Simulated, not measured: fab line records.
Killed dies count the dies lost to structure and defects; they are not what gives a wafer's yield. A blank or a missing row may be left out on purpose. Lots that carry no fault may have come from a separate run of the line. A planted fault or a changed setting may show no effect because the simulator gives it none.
fab line records    flow sfq-line
record: lots: 7  wafers: 21  last-day: 94
route steps=325 shown INCOMING@1 L0@3 L0V@16 M0@28 M8@325
lots that met no fault: from a run of the same line without faults
start-h: the number of hours between the record's first day and the start of the first shown wafer of the lot    wait-h: hours since the lot's step before    " repeats the value in the row above    L1.1+2: several wafers, shown together as one row    - no value, or no start was given    * or withheld: withheld    < > ~ a bound
route shown NAME@n: a module of which the file shows steps, and the number in the route of the first    usual: mean/standard deviation of fault-free wafers    same: alike in all rows    chamber/n: place in a boat    sites: readings site by site    _std_site: the standard deviation of these    _edge_site: mean of outer sites minus mean of inner sites    radius-mm: how far each site lies from the wafer's centre    mask NAME#n: copy n    behind: the tool/chamber that last shaped the wafer    hold: what put the lot on hold/how long, in hours/how the hold closed    device: transistor that didn't switch, given as n, p or np    end of line: the route-end tests of the same wafers    a step given without rows: its recipe and nothing more    killed: the dies lost at the first sort to structure and to defects; this is not the yield of the wafer    map: the dies of a wafer, with x for killed, . for not killed, _ for no die there
set.NAME: setting as actually run; set.NAME@STEP: the setting as run at that earlier step    model.NAME: the simulator's own value behind a step, which no gauge read
a table for each step, a row for each wafer; lots at some steps of the route
services: the hour from which a tool's chamber was out of use, counted from the record's first day as start-h (under 0 if before that day), plus the number of hours and why
== steps ==
step: SFQ_INCOMING_BOW_MEAS_900
recipe: mode: bow
usual: INCOMING_BOW: -1/6
lot.wafer  tool           chamber  start-h  wait-h  INCOMING_BOW[um]
L756.1     film-metro-04  -        10.00    -       -1
L756.3     "              -        "        "       -7
L756.4     "              -        "        "       -8
L760.1     film-metro-03  -        30.00    -       1
L760.2     "              -        "        "       5
L760.4     "              -        "        "       1
L772.2     film-metro-01  -        90.02    -       -1
L772.3     "              -        "        "       -3
L772.4     "              -        "        "       -3
L773.3     film-metro-03  -        95.04    -       0
L773.4     "              -        "        "       -2
L773.6     "              -        "        "       11
L775.1     film-metro-01  -        105.00   -       -16
L775.3     "              -        "        "       0
L775.6     "              -        "        "       -5
L778.2     film-metro-01  -        120.02   -       2
L778.3     "              -        "        "       1
L778.4     "              -        "        "       -5
L779.2     film-metro-03  -        125.02   -       10
L779.3     "              -        "        "       2
L779.6     "              -        "        "       -11
step: SFQ_TRILAYER_INCOMING_OXIDATION_002
recipe: temp-c: 1000  ambient: H2O  target-thk-a: 5000  p-h2o-torr: 720  ox-time-s: 4939
step: SFQ_TRILAYER_L0_DEP_SPUTTER_003
recipe: material: MoNx_KI  base-pressure-pa: 1.33e-06  target-thk-nm: 40  power-w: 800  time-s: 100  chamber-pressure-pa: 0.4
usual: throttle-valve-pct: 29.8/0.86
lot.wafer  tool            chamber  start-h  wait-h  throttle-valve-pct  model.MoNx_KI_of_TRILAYER_L0_DEP_SPUTTER_003.thk-nm
L756.1     pvd-sputter-03  -        12.49    0.0     29.4                39.9
L756.3     "               -        "        "       29.2                39.42
L756.4     "               -        "        "       30.1                39.26
L760.1     pvd-sputter-04  -        32.49    0.0     29.0                40.26
L760.2     "               -        "        "       30.9                40.51
L760.4     "               -        "        "       27.9                39.91
L772.2     pvd-sputter-03  -        92.49    0.0     30.3                63.13
L772.3     "               -        "        "       29.7                62.47
L772.4     "               -        "        "       29.3                63.32
L773.3     pvd-sputter-03  -        97.49    0.0     29.5                61.32
L773.4     "               -        "        "       30.0                62
L773.6     "               -        "        "       29.4                61.97
L775.1     pvd-sputter-03  -        107.49   0.0     30.0                62.81
L775.3     "               -        "        "       29.3                62.45
L775.6     "               -        "        "       29.4                62.32
L778.2     pvd-sputter-05  -        122.49   0.0     29.4                39.83
L778.3     "               -        "        "       30.0                39.95
L778.4     "               -        "        "       30.3                39.87
L779.2     pvd-sputter-05  -        127.49   0.0     30.1                39.58
L779.3     "               -        "        "       30.5                39.15
L779.6     "               -        "        "       30.3                39.31
step: SFQ_L0_RS_MEAS_901
recipe: thk-meas-gauge: four-point-probe  reads: MoNx_KI_of_TRILAYER_L0_DEP_SPUTTER_003
usual: L0_MONX_KI_RS: 43.5/0.47
lot.wafer  tool           chamber  start-h  wait-h  L0_MONX_KI_RS[ohm/sq]
L756.1     film-metro-02  -        12.56    0.0     43.6
L756.3     "              -        "        "       44.1
L756.4     "              -        "        "       44.3
L760.1     film-metro-01  -        32.56    0.0     43.3
L760.2     "              -        "        "       42.9
L760.4     "              -        "        "       43.6
L772.2     film-metro-01  -        92.58    0.1     27.5
L772.3     "              -        "        "       27.8
L772.4     "              -        "        "       27.4
L773.3     film-metro-03  -        97.60    0.1     28.4
L773.4     "              -        "        "       28.1
L773.6     "              -        "        "       28.1
L775.1     film-metro-03  -        107.56   0.0     27.7
L775.3     "              -        "        "       27.9
L775.6     "              -        "        "       27.9
L778.2     film-metro-03  -        122.58   0.1     43.7
L778.3     "              -        "        "       43.6
L778.4     "              -        "        "       43.7
L779.2     film-metro-03  -        127.58   0.1     44.0
L779.3     "              -        "        "       44.5
L779.6     "              -        "        "       44.3
step: SFQ_L0_THK_MEAS_902
recipe: thk-meas-gauge: xrf  reads: MoNx_KI_of_TRILAYER_L0_DEP_SPUTTER_003
usual: L0_MONX_KI_THK: 39.7/0.44
lot.wafer  tool           chamber  start-h  wait-h  L0_MONX_KI_THK[nm]
L756.1     film-metro-02  -        12.68    0.1     39.7
L756.3     "              -        "        "       39.3
L756.4     "              -        "        "       39.1
L760.1     film-metro-01  -        32.68    0.1     39.6
L760.2     "              -        "        "       40.0
L760.4     "              -        "        "       39.5
L772.2     film-metro-01  -        92.69    0.1     63.0
L772.3     "              -        "        "       62.1
L772.4     "              -        "        "       62.5
L773.3     film-metro-03  -        97.70    0.1     60.7
L773.4     "              -        "        "       61.1
L773.6     "              -        "        "       61.1
L775.1     film-metro-03  -        107.68   0.1     62.3
L775.3     "              -        "        "       61.7
L775.6     "              -        "        "       62.0
L778.2     film-metro-03  -        122.69   0.1     39.3
L778.3     "              -        "        "       39.5
L778.4     "              -        "        "       39.4
L779.2     film-metro-03  -        127.69   0.1     39.1
L779.3     "              -        "        "       38.7
L779.6     "              -        "        "       39.0
step: SFQ_TRILAYER_L0_LITHO_COAT_010
recipe: resist: BARC  spin-rpm: 3000  resist-thk-nm: 62
step: SFQ_TRILAYER_L0_LITHO_COAT_005
recipe: resist: KrF  spin-rpm: 3000  resist-thk-nm: 600
step: SFQ_TRILAYER_L0_LITHO_SOFTBAKE_009
recipe: temp-c: withheld  time-s: withheld  resist: KrF
step: SFQ_TRILAYER_L0_LITHO_EXPOSE_006
recipe: mask-id: L0  na: 0.6  source-shape: conventional  sigma-outer: 0.65  target-cd-nm: 2000  dose-mj: 14.4
step: SFQ_TRILAYER_L0_LITHO_PEB_008
recipe: peb-temp-c: 115  peb-time-s: 60  resist: KrF
step: SFQ_TRILAYER_L0_LITHO_DEVELOP_007
recipe: time-s: 60  resist: KrF
step: SFQ_TRILAYER_L0_BARC_OPEN_METAL_ETCH_010
recipe: mask-material: PR  chemistry: O2  target-depth-nm: 125  target: BARC  icp-w: 600  bias-w: 80  pressure-mtorr: 10  time-s: 41.7
usual: chamber-pressure-mTorr: 10.000/0.0096  drypump-motor-current-A: 5.8/0.69  oes-product-au: 0.685/0.0044
lot.wafer  tool          chamber  start-h  wait-h  chamber-pressure-mTorr  drypump-motor-current-A  oes-product-au  rf-hours-counter-h
L756.1     rie-metal-01  1        62.19    0.1     9.999                   6.2                      0.695           48
L756.3     "             0        "        "       10.003                  6.6                      0.684           -
L756.4     "             1        "        "       10.000                  6.2                      0.695           -
L760.1     rie-metal-02  1        80.19    0.1     9.990                   5.3                      0.683           30
L760.2     "             0        "        "       10.005                  4.6                      0.681           60
L760.4     "             1        "        "       10.016                  5.3                      0.685           -
L772.2     rie-metal-04  0        156.93   0.1     10.010                  5.6                      0.684           18
L772.3     "             1        "        "       10.003                  6.6                      0.680           -
L772.4     "             0        "        "       9.995                   5.6                      0.686           -
L773.3     rie-metal-04  1        166.55   0.1     9.993                   6.6                      0.682           -
L773.4     "             0        "        "       9.998                   5.6                      0.693           -
L773.6     "             0        "        "       10.004                  5.6                      0.682           -
L775.1     rie-metal-01  1        178.63   0.1     10.000                  6.2                      0.683           67
L775.3     "             1        "        "       9.997                   6.2                      0.690           -
L775.6     "             1        "        "       10.007                  6.2                      0.683           -
L778.2     rie-metal-04  0        191.83   0.1     9.996                   5.6                      0.674           25
L778.3     "             1        "        "       9.995                   6.6                      0.687           -
L778.4     "             0        "        "       10.005                  5.6                      0.681           -
L779.2     rie-metal-02  1        196.63   0.1     10.010                  5.3                      0.689           50
L779.3     "             0        "        "       9.993                   4.7                      0.681           -
L779.6     "             1        "        "       9.988                   5.2                      0.679           -
step: SFQ_TRILAYER_L0_ETCH_METAL_ETCH_008
recipe: target: MoNx_KI  stop-on: SiO2  mask-material: PR  chemistry: SF6/O2  target-depth-nm: 50  icp-w: 600  bias-w: 80  pressure-mtorr: 10  time-s: 25
usual: chamber-pressure-mTorr: 9.999/0.009  drypump-motor-current-A: 5.8/0.7  oes-product-au: 0.874/0.007
lot.wafer  tool          chamber  start-h  wait-h  chamber-pressure-mTorr  drypump-motor-current-A  oes-product-au  rf-hours-counter-h
L756.1     rie-metal-01  1        62.25    0.0     10.000                  6.2                      0.868           48
L756.3     "             0        "        "       10.012                  6.5                      0.865           -
L756.4     "             1        "        "       9.989                   6.1                      0.866           -
L760.1     rie-metal-02  1        80.25    0.0     9.996                   5.3                      0.878           30
L760.2     "             0        "        "       9.997                   4.6                      0.879           60
L760.4     "             1        "        "       10.001                  5.3                      0.877           -
L772.2     rie-metal-04  0        156.98   0.0     9.991                   5.6                      1.003           18
L772.3     "             1        "        "       10.001                  6.6                      1.002           -
L772.4     "             0        "        "       9.994                   5.6                      1.009           -
L773.3     rie-metal-04  1        166.60   0.0     10.010                  6.6                      0.989           -
L773.4     "             0        "        "       9.995                   5.6                      1.017           -
L773.6     "             0        "        "       9.999                   5.6                      1.018           -
L775.1     rie-metal-01  1        178.68   0.0     9.999                   6.2                      0.999           67
L775.3     "             1        "        "       10.000                  6.3                      1.003           -
L775.6     "             1        "        "       9.989                   6.2                      1.001           -
L778.2     rie-metal-04  0        191.88   0.0     9.983                   5.6                      0.878           25
L778.3     "             1        "        "       9.997                   6.6                      0.881           -
L778.4     "             0        "        "       9.986                   5.6                      0.868           -
L779.2     rie-metal-02  1        196.68   0.0     10.000                  5.3                      0.869           50
L779.3     "             0        "        "       9.995                   4.6                      0.860           -
L779.6     "             1        "        "       9.988                   5.3                      0.864           -
step: SFQ_TRILAYER_L0_STRIP_STRIP_009
recipe: gas: O2  power-w: 200  platen-temp-c: 40  overash-fraction: 0.65  chemistry: O2  pressure-mtorr: 50
step: SFQ_TRILAYER_L0_STRIP_SOLV_CLEAN_010
recipe: chemistry: NMP  temp-c: 70  time-s: 600
step: SFQ_TRILAYER_L0_CAP_PECVD_011
recipe: material: SiO2  temp-c: 150  time-s: 13.333  pressure-torr: 2.4  rf-w: 183.3  precursor: SiH4/N2O  target-thk-nm: 60
usual: chamber-pressure-Torr: 2.399/0.0048  heater-power-w: 74/13  throttle-valve-pct: 25.2/1.1
lot.wafer  tool      chamber  start-h  wait-h  chamber-pressure-Torr  heater-power-w  throttle-valve-pct
L756.1     pecvd-04  1        63.07    0.0     2.401                  70              23.8
L756.3     "         0        "        "       2.405                  88              23.6
L756.4     "         2        "        "       2.396                  58              23.7
L760.1     pecvd-02  1        81.07    0.0     2.400                  85              26.5
L760.2     "         0        "        "       2.387                  76              26.9
L760.4     "         0        "        "       2.391                  77              26.8
L772.2     pecvd-01  0        157.81   0.0     2.404                  79              25.0
L772.3     "         1        "        "       2.394                  71              24.7
L772.4     "         2        "        "       2.399                  65              24.7
L773.3     pecvd-02  0        167.41   0.0     2.405                  80              26.8
L773.4     "         0        "        "       2.404                  84              26.7
L773.6     "         2        "        "       2.388                  52              25.6
L775.1     pecvd-01  2        179.51   0.0     2.398                  69              24.7
L775.3     "         1        "        "       2.399                  65              24.4
L775.6     "         0        "        "       2.400                  85              25.1
L778.2     pecvd-01  2        192.71   0.0     2.401                  57              25.0
L778.3     "         1        "        "       2.403                  64              24.8
L778.4     "         2        "        "       2.399                  57              25.0
L779.2     pecvd-01  1        197.51   0.0     2.398                  70              24.6
L779.3     "         2        "        "       2.395                  64              25.1
L779.6     "         0        "        "       2.402                  89              24.9
step: SFQ_TRILAYER_L0_VIA_LITHO_COAT_018
recipe: resist: BARC  spin-rpm: 3000  resist-thk-nm: 62
step: SFQ_TRILAYER_L0_VIA_LITHO_COAT_013
recipe: resist: KrF  spin-rpm: 3000  resist-thk-nm: 650
step: SFQ_TRILAYER_L0_VIA_LITHO_SOFTBAKE_017
recipe: temp-c: withheld  time-s: withheld  resist: KrF
step: SFQ_TRILAYER_L0_VIA_LITHO_EXPOSE_014
recipe: mask-id: L0V  na: 0.6  source-shape: conventional  sigma-outer: 0.65  target-cd-nm: 700  dose-mj: 21.3
step: SFQ_TRILAYER_L0_VIA_LITHO_PEB_016
recipe: peb-temp-c: 115  peb-time-s: 60  resist: KrF
step: SFQ_TRILAYER_L0_VIA_LITHO_DEVELOP_015
recipe: time-s: 60  resist: KrF
step: SFQ_L0V_OVL_MEAS_903
usual: L0V_OVL: 2/5.1
lot.wafer  tool        chamber  start-h  wait-h  L0V_OVL[nm]
L756.1     overlay-01  -        98.92    0.1     -2
L756.3     "           -        "        "       8
L756.4     "           -        "        "       -1
L760.1     overlay-02  -        120.52   0.1     8
L760.2     "           -        "        "       3
L760.4     "           -        "        "       -1
L772.2     overlay-01  -        209.97   0.1     5
L772.3     "           -        "        "       4
L772.4     "           -        "        "       4
L773.3     overlay-02  -        217.18   0.1     -5
L773.4     "           -        "        "       -6
L773.6     "           -        "        "       -4
L775.1     overlay-01  -        229.92   0.1     0
L775.3     "           -        "        "       8
L775.6     "           -        "        "       0
L778.2     overlay-01  -        245.52   0.1     0
L778.3     "           -        "        "       2
L778.4     "           -        "        "       -3
L779.2     overlay-02  -        251.52   0.1     -5
L779.3     "           -        "        "       2
L779.6     "           -        "        "       -6
step: SFQ_TRILAYER_L0_VIA_BARC_OPEN_VIA_ETCH_021
recipe: mask-material: PR  chemistry: O2  target-depth-nm: 125  target: BARC  source-w: 500  bias-w: 80  pressure-mtorr: 30  time-s: 41.7
usual: chamber-pressure-mTorr: 30.00/0.03  drypump-motor-current-A: 5.6/0.35  oes-product-au: 0.685/0.0047
lot.wafer  tool         chamber  start-h  wait-h  chamber-pressure-mTorr  drypump-motor-current-A  oes-product-au  rf-hours-counter-h
L756.1     rie-diel-04  0        98.95    0.0     30.00                   5.0                      0.696           70
L756.3     "            1        "        "       30.03                   5.1                      0.689           14
L756.4     "            2        "        "       29.99                   6.0                      0.686           51
L760.1     rie-diel-03  0        120.55   0.0     30.00                   5.9                      0.680           4
L760.2     "            2        "        "       30.02                   5.6                      0.681           2
L760.4     "            1        "        "       29.96                   5.8                      0.688           73
L772.2     rie-diel-01  0        210.00   0.0     30.02                   5.2                      0.685           1
L772.3     "            3        "        "       29.98                   5.9                      0.684           9
L772.4     "            2        "        "       29.98                   5.6                      0.683           114
L773.3     rie-diel-04  1        217.20   0.0     30.03                   5.2                      0.687           17
L773.4     "            0        "        "       29.99                   5.0                      0.671           72
L773.6     "            0        "        "       30.00                   5.0                      0.689           -
L775.1     rie-diel-03  3        229.95   0.0     29.98                   5.1                      0.689           106
L775.3     "            2        "        "       30.03                   5.6                      0.689           4
L775.6     "            1        "        "       30.03                   5.8                      0.678           -
L778.2     rie-diel-03  0        245.55   0.0     29.98                   5.9                      0.686           6
L778.3     "            3        "        "       30.03                   5.1                      0.683           106
L778.4     "            2        "        "       29.97                   5.6                      0.685           5
L779.2     rie-diel-04  2        251.55   0.0     29.97                   6.0                      0.685           54
L779.3     "            1        "        "       30.02                   5.2                      0.679           17
L779.6     "            3        "        "       29.96                   5.7                      0.685           -
step: SFQ_TRILAYER_L0_VIA_ETCH_VIA_ETCH_016
recipe: target: SiO2  stop-on: MoNx_KI  mask-material: PR  chemistry: CHF3  target-depth-nm: 80  source-w: 500  bias-w: 80  pressure-mtorr: 30  time-s: withheld
usual: chamber-pressure-mTorr: 30.002/0.028  drypump-motor-current-A: 5.6/0.35  oes-product-au: 0.843/0.0073
lot.wafer  tool         chamber  start-h  wait-h  chamber-pressure-mTorr  drypump-motor-current-A  oes-product-au
L756.1     rie-diel-04  0        98.99    0.0     29.986                  5.0                      0.836
L756.3     "            1        "        "       29.990                  5.2                      0.838
L756.4     "            2        "        "       29.960                  6.0                      0.844
L760.1     rie-diel-03  0        120.59   0.0     30.018                  5.9                      0.837
L760.2     "            2        "        "       29.990                  5.6                      0.838
L760.4     "            1        "        "       29.989                  5.8                      0.840
L772.2     rie-diel-01  0        210.04   0.0     30.031                  5.2                      0.849
L772.3     "            3        "        "       29.986                  5.9                      0.841
L772.4     "            2        "        "       29.985                  5.6                      0.843
L773.3     rie-diel-04  1        217.24   0.0     30.030                  5.1                      0.849
L773.4     "            0        "        "       30.041                  5.0                      0.842
L773.6     "            0        "        "       30.039                  5.0                      0.854
L775.1     rie-diel-03  3        229.99   0.0     30.027                  5.1                      0.841
L775.3     "            2        "        "       30.031                  5.7                      0.841
L775.6     "            1        "        "       30.012                  5.8                      0.844
L778.2     rie-diel-03  0        245.59   0.0     30.011                  5.9                      0.828
L778.3     "            3        "        "       30.001                  5.1                      0.841
L778.4     "            2        "        "       30.015                  5.6                      0.832
L779.2     rie-diel-04  2        251.59   0.0     29.986                  6.0                      0.849
L779.3     "            1        "        "       30.028                  5.2                      0.825
L779.6     "            3        "        "       30.011                  5.6                      0.850
step: SFQ_TRILAYER_L0_VIA_STRIP_STRIP_017
recipe: gas: O2  power-w: 200  platen-temp-c: 40  overash-fraction: 0.65  chemistry: O2  pressure-mtorr: 50
step: SFQ_TRILAYER_L0_VIA_STRIP_SOLV_CLEAN_018
recipe: chemistry: NMP  temp-c: 70  time-s: 600
step: SFQ_TRILAYER_M0_DEP_PRE_CLEAN_020
recipe: gas: Ar  time-s: 15  bias-v: 250
step: SFQ_TRILAYER_M0_DEP_SPUTTER_019
recipe: material: Nb  base-pressure-pa: 1.33e-06  chamber-pressure-pa: 0.1333  substrate-temp-c: 20  resputter-cathode-voltage-v: 400  target-thk-nm: 200  power-w: 2000  time-s: 133.3
usual: throttle-valve-pct: 29.4/0.79
lot.wafer  tool            chamber  start-h  wait-h  throttle-valve-pct
L756.1     pvd-sputter-03  -        99.84    0.0     30.3
L756.3     "               -        "        "       30.0
L756.4     "               -        "        "       29.3
L760.1     pvd-sputter-03  -        121.44   0.0     30.0
L760.2     "               -        "        "       30.1
L760.4     "               -        "        "       29.6
L772.2     pvd-sputter-04  -        211.51   0.0     30.8
L772.3     "               -        "        "       30.6
L772.4     "               -        "        "       29.0
L773.3     pvd-sputter-04  -        218.09   0.0     30.5
L773.4     "               -        "        "       28.7
L773.6     "               -        "        "       28.7
L775.1     pvd-sputter-06  -        230.84   0.0     29.6
L775.3     "               -        "        "       29.7
L775.6     "               -        "        "       29.3
L778.2     pvd-sputter-04  -        246.62   0.0     30.8
L778.3     "               -        "        "       30.7
L778.4     "               -        "        "       28.9
L779.2     pvd-sputter-03  -        252.44   0.0     29.1
L779.3     "               -        "        "       30.1
L779.6     "               -        "        "       29.0
step: SFQ_M0_RS_MEAS_904
recipe: thk-meas-gauge: four-point-probe  reads: Nb_of_TRILAYER_M0_DEP_SPUTTER_019
usual: M0_NB_RS: 0.891/0.011
lot.wafer  tool           chamber  start-h  wait-h  M0_NB_RS[ohm/sq]
L756.1     film-metro-03  -        99.93    0.0     0.881
L756.3     "              -        "        "       0.889
L756.4     "              -        "        "       0.882
L760.1     film-metro-02  -        121.53   0.0     0.882
L760.2     "              -        "        "       0.882
L760.4     "              -        "        "       0.894
L772.2     film-metro-02  -        211.62   0.1     0.895
L772.3     "              -        "        "       0.898
L772.4     "              -        "        "       0.897
L773.3     film-metro-02  -        218.22   0.1     0.874
L773.4     "              -        "        "       0.872
L773.6     "              -        "        "       0.875
L775.1     film-metro-04  -        230.93   0.0     0.884
L775.3     "              -        "        "       0.879
L775.6     "              -        "        "       0.879
L778.2     film-metro-03  -        246.73   0.1     0.891
L778.3     "              -        "        "       0.889
L778.4     "              -        "        "       0.888
L779.2     film-metro-02  -        252.55   0.1     0.895
L779.3     "              -        "        "       0.894
L779.6     "              -        "        "       0.901
step: SFQ_TRILAYER_M0_LITHO_COAT_026
recipe: resist: BARC  spin-rpm: 3000  resist-thk-nm: 62
step: SFQ_M8_BOW_MEAS_951
recipe: mode: bow
usual: M8_BOW: 6/12
lot.wafer  tool           chamber  start-h  wait-h  M8_BOW[um]  model.etest.l0.ohm-sq  model.etest.l0.comb-log10-ohm
L756.1     film-metro-02  -        1958.70  0.0     27          43.59                  12
L756.3     "              -        "        "       23          44.11                  12
L756.4     "              -        "        "       21          44.29                  12
L760.1     film-metro-02  -        1980.30  0.0     -3          43.2                   12
L760.2     "              -        "        "       4           42.93                  12
L760.4     "              -        "        "       -1          43.58                  12
L772.2     film-metro-04  -        2221.89  0.0     -1          27.55                  0
L772.3     "              -        "        "       -3          27.84                  0
L772.4     "              -        "        "       -4          27.46                  0
L773.3     film-metro-01  -        2225.51  0.0     0           28.36                  0
L773.4     "              -        "        "       -1          28.05                  0
L773.6     "              -        "        "       14          28.06                  0
L775.1     film-metro-02  -        2230.27  0.0     -5          27.68                  0
L775.3     "              -        "        "       10          27.85                  0
L775.6     "              -        "        "       6           27.91                  0
L778.2     film-metro-04  -        2257.20  0.0     -4          43.66                  12
L778.3     "              -        "        "       -5          43.53                  12
L778.4     "              -        "        "       -10         43.61                  12
L779.2     film-metro-02  -        2258.40  0.0     38          43.93                  12
L779.3     "              -        "        "       30          44.41                  12
L779.6     "              -        "        "       18          44.24                  12
== services ==
tool            chamber  start-h  hours  kind
rie-diel-04     0        -8.62    11.2   repair
rie-diel-04     -        2.06     1.2    repair
rie-diel-04     3        12.04    6.5    repair
rie-metal-01    1        16.29    3.6    repair
pecvd-02        -        21.92    2.0    repair
pecvd-01        2        24.89    3.7    repair
pvd-sputter-03  -        25.49    2.1    repair
rie-diel-03     3        31.59    10.5   repair
rie-diel-04     3        35.65    14.5   repair
rie-diel-04     2        56.71    4.5    repair
pecvd-02        1        59.05    4.2    repair
pecvd-02        -        61.85    0.2    repair
rie-diel-03     3        87.83    8.1    repair
rie-diel-03     -        103.73   3.7    repair
rie-metal-02    1        114.82   10.3   repair
rie-metal-01    -        149.82   0.7    repair
rie-diel-04     2        156.76   6.0    repair
rie-diel-04     -        180.08   0.7    repair
pvd-sputter-04  -        189.04   4.2    repair
pvd-sputter-04  -        190.33   2.2    repair
rie-diel-04     1        194.51   2.6    repair
rie-metal-04    0        204.06   15.5   repair
rie-metal-01    -        223.73   14.6   pm
pvd-sputter-04  -        228.27   13.5   repair
== key ==
first-sign: step: SFQ_L0_RS_MEAS_901  reading: L0_MONX_KI_RS  direction: down  sigmas: 33  usual: 43.5  struck: 27.9
effect: step: SFQ_L0_THK_MEAS_902  reading: L0_MONX_KI_THK  direction: up  sigmas: 50  usual: 39.7  struck: 61.8
effect: step: SFQ_TRILAYER_L0_ETCH_METAL_ETCH_008  reading: oes-product-au  direction: up  sigmas: 19  usual: 0.874  struck: 1.005
model-effect: step: SFQ_TRILAYER_L0_DEP_SPUTTER_003  value: MoNx_KI_of_TRILAYER_L0_DEP_SPUTTER_003.thk-nm  without: 39.75  struck: 62.42
model-effect: step: SFQ_M8_BOW_MEAS_951  value: etest.l0.ohm-sq  without: 43.76  struck: 27.86
met-at SFQ_TRILAYER_L0_DEP_SPUTTER_003
struck-wafers L772.2,L772.3,L772.4,L773.3,L773.4,L773.6,L775.1,L775.3,L775.6
onset-between 12.49 92.49
fault: kind: process-parameter-drift  tool: pvd-sputter-03  chamber: -  onset-h: 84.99  steps: SFQ_TRILAYER_L0_DEP_SPUTTER_003  channel: target-thk-nm  offset: 22.669  shape: step  end-h: 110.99  acts-in: these-recipes-only  stated: 40
